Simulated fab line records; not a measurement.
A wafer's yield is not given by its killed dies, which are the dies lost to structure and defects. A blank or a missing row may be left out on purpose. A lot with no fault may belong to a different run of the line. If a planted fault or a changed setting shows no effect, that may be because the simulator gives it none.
Problem report, 8D (eight disciplines) form, completed by code :: flow sfq-line :: the parts of the form that need people (team, actions taken, sign-off) are left out

## 1. THE PROBLEM
Wafers free of any fault read 0.889 ohm/sq (standard deviation 0.0093) for M2_NB_RS at SFQ_M2_RS_MEAS_914, against a mean of 0.595 ohm/sq on 4 wafers of 2 lots. That puts it -32 standard deviations away from the usual mean.
The step: measures by four-point-probe.
First seen on wafer L350.2, day 23 05:28, on film-metro-03. The record has a number at this step for 42 wafers belonging to 14 lots. The rule behind "out" and "out of limits": a value lying over 4 standard deviations away from the usual mean. The other wafers with a number count as sound.

## 2. WHAT THIS IS AND IS NOT
question: which readings at this step
is: M2_NB_RS
is not: -

question: which lots
is: L350, L352
is not: L334, L335, L336, L337, L338, L339, L340, L341, L343, L345, L351, L357

question: which wafers of those lots
is: L350.2, L350.5, L352.2, L352.5
is not: L350.6, L352.4

question: read on which gauges
is: film-metro-01, film-metro-03
is not: film-metro-02

question: when
is: from day 23 05:28
is not: up to then (31 sound wafers); but 7 sound wafers of L351, L352, L357 came after

## 3. WHAT RULES OUT EACH SUSPECT
Counting: any tool at a process step up to the reading remains a suspect provided it ran every lot that is out. Sound lots after the first of them don't rule it out here, since some wafers of a struck lot are sound.
- ruled out: the gauge at SFQ_M2_RS_MEAS_914. The wafers that are out were read on 2 gauges (film-metro-01, film-metro-03).
- pvd-sputter-04 at SFQ_TRILAYER_M2_DEP_SPUTTER_055 (material Nb, target thk 200 nm, time 133.3 s): kept. It processed each lot that is out (first: L350, day 23 05:22); up to then, its last sound lot is L339 (day 18 17:25).
The count leaves pvd-sputter-04 at SFQ_TRILAYER_M2_DEP_SPUTTER_055.

## 4. THE CAUSE (what the simulator had put in)
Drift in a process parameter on pvd-sputter-04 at SFQ_TRILAYER_M2_DEP_SPUTTER_055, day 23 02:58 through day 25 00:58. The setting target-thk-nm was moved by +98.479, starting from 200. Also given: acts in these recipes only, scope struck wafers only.
This tool alone remained once counting was done.

## 5. SEQUENCE OF EFFECTS, ordered by route
Rows list readings where the struck wafers' mean (over those with a number) sits beyond 3 standard deviations from the usual. Readings are gone through only where the record gives a usual standard deviation; hours: the median, over the lots, of the time from a lot's start at the first step in this table giving one to that lot's start at this step; sigmas: the change measured in usual standard deviations.
hours: 0
step: SFQ_M2_RS_MEAS_914
reading: M2_NB_RS
usual: 0.889 ohm/sq
on struck wafers: 0.595
change: -0.294
sigmas: -32

hours: 104
step: SFQ_TRILAYER_M2_ETCH_METAL_ETCH_060
reading: oes-product-au
usual: 0.893 a.u.
on struck wafers: 0.992
change: +0.099
sigmas: +15
It contains these process steps:
- SFQ_TRILAYER_M2_ETCH_METAL_ETCH_060: etches Nb in Cl2/Ar, stops on SiO2, target depth 240 nm, time 120 s.

## 6. WHAT WOULD HAVE CAUGHT IT SOONER
Counted from the fault's start at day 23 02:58, it took 3 hours until the first out-of-limits reading at a measuring or inspecting step in this record, taken at day 23 05:28.
Of the tool readings at SFQ_TRILAYER_M2_DEP_SPUTTER_055 for which the record gives a usual standard deviation, none was out on any struck wafer, so an alarm limit of 4 standard deviations on them would not have fired.
Among the 2 lots that are out, L352 began SFQ_TRILAYER_M2_DEP_SPUTTER_055 on pvd-sputter-04 after day 23 05:28. Had the tool been put on hold then, it would have been spared.
